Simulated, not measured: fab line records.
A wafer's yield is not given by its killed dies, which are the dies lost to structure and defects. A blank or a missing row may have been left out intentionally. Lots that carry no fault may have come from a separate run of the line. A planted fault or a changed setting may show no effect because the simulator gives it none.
fab line records    flow sky130
record lots=6  wafers=18  lastDay=50
route steps=708 shown METAL3@556 PAD_OPEN@708
lots that met no fault: taken from a fault-free run of the same line
startH: hours from the record's first day to the start of the lot's first wafer shown    waitH: hours since the lot's step before    " repeats the value in the row above    L1.1+2: a row that stands for several wafers    - value missing, or start not given    * or withheld: withheld    < > ~ a bound
route shown NAME@n: NAME is a module with steps in the file, n the number in the route of the first one    usual: the fault-free wafers' mean and standard deviation    same: alike in all rows    chamber/n: place in a boat    sites: each site's reading    _std_site: standard deviation across them    _edge_site: inner sites' mean taken away from outer sites' mean    radiusMm: how far each site lies from the wafer's centre    mask NAME#n: copy n    behind: tool/chamber where the wafer was last shaped    hold: why the lot was held/for how many hours/how that ended    device: the n, p or np transistor that did not switch    end of line: the same wafers' tests at the end of the route    for a step that has no rows: nothing shown but its recipe    killed: the dies lost at the first sort to structure and to defects; this is not the yield of the wafer    map: shows each die of a wafer: x if killed, . if not, _ if none is there
set.NAME: setting as actually run; set.NAME@STEP: the setting as run at that earlier step    model.NAME: the simulator's own value behind a step, which no gauge read
a table for each step, a row for each wafer; lots at some steps of the route
services: a tool's chamber out of use, with start hour (startH, from the record's first day; less than 0 if before it), hours out, and reason
## steps
# step SKY_METAL3_HMDS_06
# recipe primeTimeS=60  primeTempC=120
# step SKY_METAL3_COAT_07
# recipe resist=BARC  tempC=withheld  timeS=withheld  spinRpm=3000  resistThkNm=60
# step SKY_METAL3_COAT_08
# recipe resist=KrF-thick  spinRpm=3000  resistThkNm=1140
# step SKY_METAL3_SOFTBAKE_09
# recipe tempC=100  timeS=90  resist=KrF-thick
# step SKY_METAL3_EXPOSE_10
# recipe maskId=MM3  na=0.68  sourceShape=annular  sigmaInner=0.4  sigmaOuter=0.8  targetCdNm=300  doseMj=28
# step SKY_METAL3_PEB_11
# recipe pebTempC=withheld  pebTimeS=withheld  resist=KrF-thick
# step SKY_METAL3_DEVELOP_12
# recipe developTimeS=60  resist=KrF-thick  devTempC=21
# step SKY_METAL3_CD_MEAS_13
# recipe targetCdNm=300
# usual cdNm=299.6/1.1
lot.wafer  tool      chamber  startH   waitH  cdNm
L392.4     cdSem-02  -        951.36   -      299.2
L392.5     "         -        "        "      299.0
L392.6     "         -        "        "      300.1
L393.2     cdSem-01  -        954.65   -      298.5
L393.4     "         -        "        "      297.6
L393.5     "         -        "        "      299.4
L402.1     cdSem-01  -        1022.53  -      299.9
L402.2     "         -        "        "      298.9
L402.6     "         -        "        "      298.8
L404.4     cdSem-02  -        1039.35  -      298.6
L404.5     "         -        "        "      299.2
L404.6     "         -        "        "      300.0
L405.1     cdSem-02  -        1044.28  -      300.1
L405.3     "         -        "        "      299.5
L405.5     "         -        "        "      298.3
L408.2     cdSem-01  -        1055.01  -      300.4
L408.3     "         -        "        "      299.7
L408.5     "         -        "        "      300.0
# step SKY_METAL3_OVL_MEAS_14
# usual METAL3_OVL=-1/6
lot.wafer  tool        chamber  startH   waitH  METAL3_OVL[nm]
L392.4     overlay-01  -        951.44   0.1    -2
L392.5     "           -        "        "      -9
L392.6     "           -        "        "      -2
L393.2     overlay-01  -        954.76   0.1    -9
L393.4     "           -        "        "      -5
L393.5     "           -        "        "      -2
L402.1     overlay-02  -        1022.65  0.1    1
L402.2     "           -        "        "      5
L402.6     "           -        "        "      6
L404.4     overlay-02  -        1039.42  0.1    -4
L404.5     "           -        "        "      -4
L404.6     "           -        "        "      -7
L405.1     overlay-01  -        1044.40  0.1    -17
L405.3     "           -        "        "      -10
L405.5     "           -        "        "      -16
L408.2     overlay-01  -        1055.11  0.1    -1
L408.3     "           -        "        "      0
L408.5     "           -        "        "      0
# step SKY_METAL3_DESCUM_15
# recipe chemistry=O2  sourcePowerW=150  biasPowerW=0  pressureMtorr=10  tempC=40  timeS=8
# usual drypumpMotorCurrentA=5.55/0.28  oesProductAu=1.000/0.0087  tempC=40.01/0.1
# same biasPowerW=0
lot.wafer  tool         chamber  startH   waitH  drypumpMotorCurrentA  oesProductAu  rfHoursCounterH  tempC
L392.4     rieMetal-03  0        951.47   0.0    5.44                  0.989         -                39.93
L392.5     "            0        "        "      5.46                  0.996         -                39.96
L392.6     "            1        "        "      5.70                  1.000         -                40.05
L393.2     rieMetal-04  0        954.79   0.0    5.92                  0.999         10               39.94
L393.4     "            1        "        "      5.67                  1.009         -                40.03
L393.5     "            0        "        "      5.92                  0.998         -                40.01
L402.1     rieMetal-02  0        1022.69  0.0    5.05                  1.002         19               40.08
L402.2     "            1        "        "      5.67                  0.987         13               39.95
L402.6     "            0        "        "      5.03                  1.001         -                40.06
L404.4     rieMetal-04  1        1039.45  0.0    5.68                  0.996         -                39.97
L404.5     "            0        "        "      5.92                  0.999         -                40.11
L404.6     "            1        "        "      5.66                  1.004         -                39.97
L405.1     rieMetal-03  0        1044.44  0.0    5.47                  0.993         12               39.98
L405.3     "            0        "        "      5.43                  1.003         -                39.90
L405.5     "            0        "        "      5.46                  0.998         -                39.96
L408.2     rieMetal-02  0        1055.14  0.0    5.08                  1.002         22               40.04
L408.3     "            0        "        "      5.08                  1.004         -                40.13
L408.5     "            1        "        "      5.65                  1.001         -                39.92
# step SKY_METAL3_ETCH_16
# recipe chemistry=N2/H2  target=BARC  ionEnergyEv=200  biasW=100  pressureMtorr=30  n2FlowSccm=100  h2FlowSccm=200  icpW=500  stopOn=SiO2  timeS=88.2  targetDepthA=600
# usual drypumpMotorCurrentA=5.55/0.29  oesProductAu=0.627/0.0049  throttleValvePct=13.206/0.0092
lot.wafer  tool         chamber  startH   waitH  drypumpMotorCurrentA  oesProductAu  rfHoursCounterH  throttleValvePct
L392.4     rieMetal-03  0        951.53   0.0    5.49                  0.617         -                13.208
L392.5     "            0        "        "      5.52                  0.630         -                13.200
L392.6     "            1        "        "      5.73                  0.620         -                13.209
L393.2     rieMetal-04  0        954.82   0.0    5.94                  0.631         10               13.211
L393.4     "            1        "        "      5.68                  0.624         -                13.207
L393.5     "            0        "        "      5.89                  0.619         -                13.204
L402.1     rieMetal-02  0        1022.72  0.0    5.06                  0.622         19               13.212
L402.2     "            1        "        "      5.65                  0.631         13               13.206
L402.6     "            0        "        "      5.06                  0.628         -                13.206
L404.4     rieMetal-04  1        1039.51  0.0    5.67                  0.634         -                13.202
L404.5     "            0        "        "      5.94                  0.629         -                13.232
L404.6     "            1        "        "      5.69                  0.628         -                13.216
L405.1     rieMetal-03  0        1044.47  0.0    5.45                  0.618         12               13.196
L405.3     "            0        "        "      5.47                  0.624         -                13.200
L405.5     "            0        "        "      5.48                  0.626         -                13.196
L408.2     rieMetal-02  0        1055.17  0.0    5.05                  0.633         22               13.210
L408.3     "            0        "        "      5.02                  0.625         -                13.206
L408.5     "            1        "        "      5.64                  0.624         -                13.208
# step SKY_METAL3_ETCH_17
# recipe target=SiO2  stopOn=TiN  chemistry=C4F8/O2/Ar  sourceW=1500  biasW=1200  pressureMtorr=40  c4f8FlowSccm=withheld  O2_flow_sccm=6  Ar_flow_sccm=300  timeS=3.9  targetDepthA=150
# usual oesProductAu=0.755/0.0072
lot.wafer  tool        chamber  startH   waitH  oesProductAu  rfHoursCounterH
L392.4     rieDiel-01  2        951.59   0.0    0.757         17
L392.5     "           2        "        "      0.742         -
L392.6     "           3        "        "      0.766         -
L393.2     rieDiel-01  0        954.92   0.1    0.753         12
L393.4     "           1        "        "      0.760         10
L393.5     "           2        "        "      0.747         -
L402.1     rieDiel-03  3        1022.82  0.1    0.757         27
L402.2     "           1        "        "      0.741         20
L402.6     "           3        "        "      0.746         -
L404.4     rieDiel-03  0        1039.58  0.0    0.758         -
L404.5     "           2        "        "      0.758         -
L404.6     "           3        "        "      0.750         -
L405.1     rieDiel-04  3        1044.57  0.1    0.743         16
L405.3     "           1        "        "      0.756         17
L405.5     "           1        "        "      0.759         -
L408.2     rieDiel-04  3        1055.27  0.1    0.746         16
L408.3     "           0        "        "      0.747         6
L408.5     "           3        "        "      0.755         -
# step SKY_METAL3_METAL_ETCH_18
# recipe targetDepthA=8450  stopOn=SiO2  overEtchFrac=0.3  timeS=183.1  chemistry=Cl2/BCl3  resistSidewallDeg=88  pressureMtorr=10  icpW=900  biasW=48.5  Cl2_flow_sccm=60  bcl3FlowSccm=30
# usual drypumpMotorCurrentA=5.62/0.26  mfcCl2Sccm=59.95/0.18  oesProductAu=0.877/0.0061  throttleValvePct=22.264/0.0095
lot.wafer  tool         chamber  startH   waitH  drypumpMotorCurrentA  mfcCl2Sccm  oesProductAu  rfHoursCounterH  throttleValvePct  model.KrF-thick_of_METAL3_COAT_08.thkNm  model.METAL3.cdNm  model.SiO2_of_VIA2_HDPCVD_00.thkNm
L392.4     rieMetal-04  0        951.67   0.1    5.92                  60.22       0.883         -                22.273            527.3                                    298.5              464.2
L392.5     "            1        "        "      5.72                  59.66       0.874         -                22.257            514.4                                    296.1              466.3
L392.6     "            0        "        "      5.94                  60.04       0.881         -                22.255            518.4                                    299                464.8
L393.2     rieMetal-02  1        954.94   0.0    5.58                  59.82       0.879         9                22.258            531.1                                    293.8              466.5
L393.4     "            0        "        "      5.07                  60.19       0.874         -                22.263            524.2                                    294.7              464.4
L393.5     "            0        "        "      5.08                  59.86       0.874         -                22.269            525.8                                    298.5              466.2
L402.1     rieMetal-02  1        1022.84  0.0    5.63                  59.67       0.873         13               22.260            528.3                                    298.3              466
L402.2     "            0        "        "      5.03                  60.04       0.871         19               22.246            528.4                                    291.9              464.5
L402.6     "            0        "        "      5.05                  60.08       0.873         -                22.269            177.1                                    260.7              448.8
L404.4     rieMetal-02  1        1039.65  0.1    5.64                  59.97       0.887         -                22.260            533                                      292.1              465.9
L404.5     "            1        "        "      5.61                  60.07       0.886         -                22.273            544.3                                    296.1              465.3
L404.6     "            0        "        "      5.07                  59.80       0.887         -                22.266            191.4                                    258.8              450.3
L405.1     rieMetal-04  1        1044.59  0.0    5.67                  60.13       0.886         7                22.253            530.3                                    297                463.4
L405.3     "            0        "        "      5.93                  60.26       0.886         -                22.248            533.8                                    303.2              465.5
L405.5     "            0        "        "      5.92                  59.97       0.882         -                22.258            532.6                                    302.1              464.9
L408.2     rieMetal-04  1        1055.29  0.0    5.64                  59.86       0.874         8                22.251            523.8                                    295.5              463.9
L408.3     "            0        "        "      5.93                  59.69       0.871         -                22.263            532.5                                    303.3              463.2
L408.5     "            1        "        "      5.65                  59.70       0.872         -                22.252            524.3                                    298.8              462.2
# step SKY_METAL3_STRIP_19
# recipe chemistry=O2/N2  powerW=1400  pressureMtorr=1500  platenTempC=withheld  o2FlowSccm=3000  n2FlowSccm=300  overashFraction=0.5
# usual drypumpMotorCurrentA=5.6/0.44  oesProductAu=0.503/0.0054  stripTimeToEndpointS=6.54/0.066
lot.wafer  tool            chamber  startH   waitH  drypumpMotorCurrentA  oesProductAu  rfHoursCounterH  stripTimeToEndpointS
L392.4     plasmaAsher-03  1        951.82   0.1    6.2                   0.503         -                6.54
L392.5     "               0        "        "      5.9                   0.499         -                6.42
L392.6     "               1        "        "      6.2                   0.501         -                6.44
L393.2     plasmaAsher-03  0        955.12   0.1    5.9                   0.508         55               6.57
L393.4     "               1        "        "      6.2                   0.506         -                6.50
L393.5     "               1        "        "      6.2                   0.496         -                6.52
L402.1     plasmaAsher-02  1        1023.02  0.1    4.9                   0.498         88               6.55
L402.2     "               0        "        "      5.5                   0.504         88               6.57
L402.6     "               0        "        "      5.5                   0.346         -                2.91
L404.4     plasmaAsher-04  1        1039.80  0.1    5.6                   0.510         -                6.61
L404.5     "               0        "        "      5.9                   0.511         -                6.71
L404.6     "               1        "        "      5.5                   0.360         -                3.06
L405.1     plasmaAsher-02  1        1044.77  0.1    4.9                   0.496         90               6.57
L405.3     "               1        "        "      4.9                   0.502         -                6.58
L405.5     "               1        "        "      4.9                   0.504         -                6.59
L408.2     plasmaAsher-03  0        1055.47  0.1    5.9                   0.500         64               6.50
L408.3     "               0        "        "      5.9                   0.505         -                6.59
L408.5     "               1        "        "      6.2                   0.504         -                6.51
# step SKY_METAL3_STRIP_20
# recipe chemistry=postEtchResidueRemover  timeS=1200  tempC=72.5
# step SKY_PAD_OPEN_PROBE_99
lot.wafer  tool       chamber  startH   waitH  hold                     model.etest.met3.widthNm  model.etest.met3.lineOhmUm
L392.4     prober-01  -        1119.04  0.2    -                        299.6                     0.1382
L392.5     prober-01  -        1119.09  0.2    -                        297.1                     0.1411
L392.6     prober-01  -        1119.14  0.2    -                        300.4                     0.1376
L393.2     prober-01  -        1121.12  0.1    -                        295.6                     0.1401
L393.4     prober-01  -        1121.22  0.2    -                        295.7                     0.139
L393.5     prober-01  -        1121.27  0.2    -                        298.5                     0.1402
L402.1     prober-01  -        1172.76  0.1    awaitDispo/0.2h/release  295.3                     0.1424
L402.2     prober-01  -        1172.81  0.1    awaitDispo/0.2h/release  290.7                     0.1463
L402.6     prober-01  -        1173.01  0.2    awaitDispo/0.2h/release  257.4                     0.163
L404.4     prober-02  -        1184.77  0.2    awaitDispo/2.1h/release  294.9                     0.1407
L404.5     prober-02  -        1184.82  0.2    awaitDispo/2.1h/release  299.5                     0.1367
L404.6     prober-02  -        1184.87  0.2    awaitDispo/2.1h/release  256.8                     0.1615
L405.1     prober-01  -        1186.92  0.1    -                        297.5                     0.1358
L405.3     prober-01  -        1187.02  0.2    -                        302.9                     0.1356
L405.5     prober-01  -        1187.12  0.2    -                        304.4                     0.1343
L408.2     prober-01  -        1195.91  0.1    -                        298.2                     0.1391
L408.3     prober-01  -        1195.96  0.2    -                        306.2                     0.137
L408.5     prober-01  -        1196.06  0.2    -                        302.9                     0.138
# killed by level:class
L392.4 CONTACT:geometricParticle:open=9 VIA1:geometricParticle:open=7 FIELD_ISO:geometricParticle:open=6 LI_CONTACT:geometricParticle:open=6 METAL1:geometricParticle:short=6 FIELD_ISO:geometricParticle:short=4 METAL1:geometricParticle:open=4 VIA1:geometricParticle:short=4
L392.5 VIA1:geometricParticle:open=11 CONTACT:geometricParticle:open=7 CONTACT:geometricParticle:short=6 POLY_GATE:geometricParticle:short=4 FIELD_ISO:geometricParticle:open=3 LI_CONTACT:geometricParticle:open=3 VIA3:geometricParticle:short=3 FIELD_ISO:geometricParticle:short=2
L392.6 CONTACT:geometricParticle:open=15 VIA3:geometricParticle:open=9 LOCAL_INTERCONNECT:geometricParticle:short=7 CONTACT:geometricParticle:short=7 VIA2:geometricParticle:open=7 FIELD_ISO:geometricParticle:open=6 METAL1:geometricParticle:short=6 METAL2:geometricParticle:short=6
L393.2 VIA1:geometricParticle:open=11 VIA3:geometricParticle:open=8 FIELD_ISO:geometricParticle:short=7 LI_CONTACT:geometricParticle:open=7 VIA2:geometricParticle:open=7 VIA1:geometricParticle:short=5 METAL1:geometricParticle:short=5 LOCAL_INTERCONNECT:geometricParticle:short=5
L393.4 CONTACT:geometricParticle:open=13 VIA2:geometricParticle:open=12 VIA1:geometricParticle:open=8 FIELD_ISO:geometricParticle:short=7 VIA1:geometricParticle:short=7 LI_CONTACT:geometricParticle:open=6 CONTACT:geometricParticle:short=6 METAL1:geometricParticle:short=5
L393.5 CONTACT:geometricParticle:open=12 VIA3:geometricParticle:open=11 VIA2:geometricParticle:open=8 VIA1:geometricParticle:open=6 FIELD_ISO:geometricParticle:open=4 FIELD_ISO:geometricParticle:short=4 VIA3:geometricParticle:short=4 LI_CONTACT:geometricParticle:open=4
L405.1 CONTACT:geometricParticle:open=15 LI_CONTACT:geometricParticle:open=9 VIA1:geometricParticle:short=9 VIA1:geometricParticle:open=8 CONTACT:geometricParticle:short=7 VIA3:geometricParticle:open=7 FIELD_ISO:geometricParticle:short=5 METAL2:geometricParticle:short=5
L405.3 LI_CONTACT:geometricParticle:open=12 METAL2:geometricParticle:short=9 CONTACT:geometricParticle:open=9 VIA1:geometricParticle:open=8 VIA1:geometricParticle:short=6 METAL1:geometricParticle:short=5 LI_CONTACT:geometricParticle:short=4 METAL1:geometricParticle:open=4
L405.5 CONTACT:geometricParticle:short=9 VIA1:geometricParticle:open=9 LI_CONTACT:geometricParticle:open=7 CONTACT:geometricParticle:open=6 METAL2:geometricParticle:short=6 LOCAL_INTERCONNECT:geometricParticle:short=5 VIA3:geometricParticle:open=4 FIELD_ISO:geometricParticle:short=3
L408.2 VIA2:geometricParticle:open=9 VIA3:geometricParticle:open=9 LI_CONTACT:geometricParticle:open=6 VIA1:geometricParticle:open=5 CONTACT:geometricParticle:open=5 METAL2:geometricParticle:short=5 FIELD_ISO:geometricParticle:short=4 METAL4:geometricParticle:short=4
L408.3 VIA1:geometricParticle:open=10 CONTACT:geometricParticle:open=8 VIA2:geometricParticle:open=8 METAL1:geometricParticle:short=7 FIELD_ISO:geometricParticle:open=6 VIA3:geometricParticle:open=6 VIA2:geometricParticle:short=6 LI_CONTACT:geometricParticle:open=4
L408.5 VIA2:geometricParticle:open=12 VIA3:geometricParticle:open=11 LI_CONTACT:geometricParticle:open=8 CONTACT:geometricParticle:open=8 VIA1:geometricParticle:open=7 FIELD_ISO:geometricParticle:open=5 POLY_GATE:geometricParticle:short=5 FIELD_ISO:geometricParticle:short=5
# map L393.4 (x killed, . not)
__________......xx.._________
________.............x_______
______.....x..x.x......._____
_____.x...x.......x...x..____
____.xx..x...x..x.........___
___.............x.x....xx..__
__.........................x_
_..x..xx.x...x.x..x..........
_.....x...........x......xx..
_x.......x...........x...x...
_..x........xxx.x...x........
_..x........x.xx...x.........
_....x....xx..x...........x..
_.....xx..........x........x.
_xx.x..x...xx..x.xx.xx.......
__......x..x.x...xx....x...x_
___.....x.....x.x.........x__
____xx.......x..xxxx...x..___
_____.x.............x...x____
______.................x_____
________x...x.x....x.._______
__________.........._________
# map L405.1 (x killed, . not)
__________......xx.._________
________..x..x........_______
______.....x...x........_____
_____...x..x...x..x.....x____
____.x..xx..x.x.x.........___
___..x.x.x..xx........x....__
__...........x........xxx..._
_......x.x...x.x.....x.....x.
_....x..x.x.x...x....x.x....x
_....x....x................x.
_.....x.x...x...xx...x...x.x.
_.x.......x.......x.....x..x.
_.....x...x..x.........x..x..
_......x.....x.x.........x...
_..x.........x..xx.x......x..
__......x.x..x........x....x_
___...x...xx..x............__
____....x.x........x......___
_____x....x..xx.......x..____
______......xx..x....x.._____
________.x.......x...._______
__________x......x.._________
## services
tool            chamber  startH   hours  kind
rieDiel-01      1        936.36   6.8    repair
rieDiel-01      0        936.99   10.5   repair
rieDiel-01      -        947.55   1.0    repair
rieDiel-03      3        948.16   7.0    repair
rieDiel-03      -        952.17   8.2    repair
rieMetal-02     -        957.62   2.8    pm
plasmaAsher-03  -        966.84   2.2    repair
rieDiel-01      0        984.41   1.3    repair
rieMetal-04     -        989.14   4.4    repair
rieMetal-03     0        996.43   9.7    repair
rieMetal-03     -        997.88   1.4    pm
rieDiel-01      -        1002.27  4.0    pm
rieMetal-04     -        1002.80  28.1   pm
rieMetal-03     -        1014.17  28.1   pm
rieDiel-03      2        1016.50  4.0    repair
rieDiel-04      1        1018.23  3.6    repair
rieDiel-03      1        1037.33  15.0   repair
## key
firstSign step=SKY_METAL3_STRIP_19  reading=stripTimeToEndpointS  direction=down  sigmas=54  usual=*  struck=*
effect step=SKY_METAL3_STRIP_19  reading=oesProductAu  direction=down  sigmas=28  usual=0.503  struck=0.353
effect step=SKY_PAD_OPEN_PROBE_99  reading=hold  direction=added
modelEffect step=SKY_METAL3_METAL_ETCH_18  value=KrF-thick_of_METAL3_COAT_08.thkNm  without=532  struck=184.2
modelEffect step=SKY_PAD_OPEN_PROBE_99  value=etest.met3.widthNm  without=295.2  struck=257.1
metAt SKY_METAL3_METAL_ETCH_18
struckWafers L402.6,L404.6
sortLeftOut L402.6,L404.6
onsetBetween 954.94 1022.84
fault kind=processParameterDrift  tool=rieMetal-02  chamber=-  onsetH=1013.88  steps=SKY_METAL3_METAL_ETCH_18  channel=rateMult  offset=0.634  shape=step  endH=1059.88  scope=struckWafersOnly
# sortLeftOut: the simulated sort isn't trusted on such a fault, so these wafers' sort isn't shown, and their yield isn't known
